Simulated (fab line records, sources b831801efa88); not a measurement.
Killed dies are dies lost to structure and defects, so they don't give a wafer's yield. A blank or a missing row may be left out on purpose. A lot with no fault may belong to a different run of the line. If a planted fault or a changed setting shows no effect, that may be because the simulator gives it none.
8D (eight disciplines) problem report, filled in by code :: flow sky130 :: the parts of the form that need people (team, actions taken, sign-off) are left out

## 1. WHAT IS WRONG
cdNm at SKY_LOCAL_INTERCONNECT_CD_MEAS_11 reads a mean of 181.4 nm on 2 wafers of 2 lots; wafers without a fault read 170.1 nm with a standard deviation of 1.5. That is +7.6 standard deviations from the usual mean.
The step: target cd 170 nm.
The first sign was on wafer L363.6 at day 32 09:11, on cdSem-01. Wafers with a number at this step in the record: 40, from 14 lots. By rule, "out" or "out of limits" means more than 4 standard deviations away from the usual mean. The rest of the wafers with a number are treated as sound.

## 2. WHAT IT IS, WHAT IT ISN'T
question: which readings at this step
is: cdNm
is not: -

question: which lots
is: L363, L365
is not: L358, L359, L371, L372, L373, L374, L375, L376, L377, L378, L380, L381

question: which wafers of those lots
is: L363.6, L365.1
is not: L363.2, L365.2

question: read on which gauges
is: cdSem-01
is not: cdSem-02

question: when
is: from day 32 09:11
is not: up to then (7 sound wafers); but 31 sound wafers of L365, L371, L372, L373, L374, L375, L376, L377, L378, L380, L381 came after

## 3. THE SUSPECTS, EACH WITH WHAT RULES IT OUT
Counting: a tool at a process step up to the reading stays a suspect if it ran every lot that is out. Sound lots after the first of them don't rule it out here, since some wafers of a struck lot are sound.
- the gauge at SKY_LOCAL_INTERCONNECT_CD_MEAS_11: kept. All the wafers that are out were read on cdSem-01, and no step on other tools shows them out.
- lithoTrack-03 at SKY_LOCAL_INTERCONNECT_DEVELOP_10 (develop time 60 s): kept. It ran every lot that is out, first L363 (day 32 09:00).
Remaining after the count are lithoTrack-03 at SKY_LOCAL_INTERCONNECT_DEVELOP_10 and cdSem-01 at SKY_LOCAL_INTERCONNECT_CD_MEAS_11.

## 4. THE CAUSE (what the simulator had put in)
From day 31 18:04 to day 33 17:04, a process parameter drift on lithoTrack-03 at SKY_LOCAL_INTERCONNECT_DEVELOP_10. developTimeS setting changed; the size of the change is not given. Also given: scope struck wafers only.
After counting, 2 suspects remain, this tool included.

## 5. THE CHAIN OF EFFECTS, in route order
Rows list readings where the struck wafers' mean (over those with a number) sits beyond 3 standard deviations from the usual. Scope: only readings with a usual standard deviation given in the record; hours: median across lots of the time from each lot's start at the first step in this table that gives one to its start at this step; sigmas: change in usual standard deviations.
hours: 0
step: SKY_LOCAL_INTERCONNECT_CD_MEAS_11
reading: cdNm
usual: 170.1 nm
on struck wafers: 181.4
change: +11.3
sigmas: +7.6
Later steps that measure or inspect, where all struck wafers having a row at the step show a number for every such reading and not one has moved that far: SKY_LOCAL_INTERCONNECT_OVL_MEAS_12, SKY_METAL1_RS_MEAS_05.

## 6. HOW IT WOULD HAVE BEEN CAUGHT EARLIER
15 hours passed between the start of the fault at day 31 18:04 and the first reading out of limits at a measuring or inspecting step in this record, taken at day 32 09:11.
L365, from the lots that are out (2), started SKY_LOCAL_INTERCONNECT_DEVELOP_10 on lithoTrack-03 later than day 32 09:11. A tool hold placed at that time would have kept it from harm.
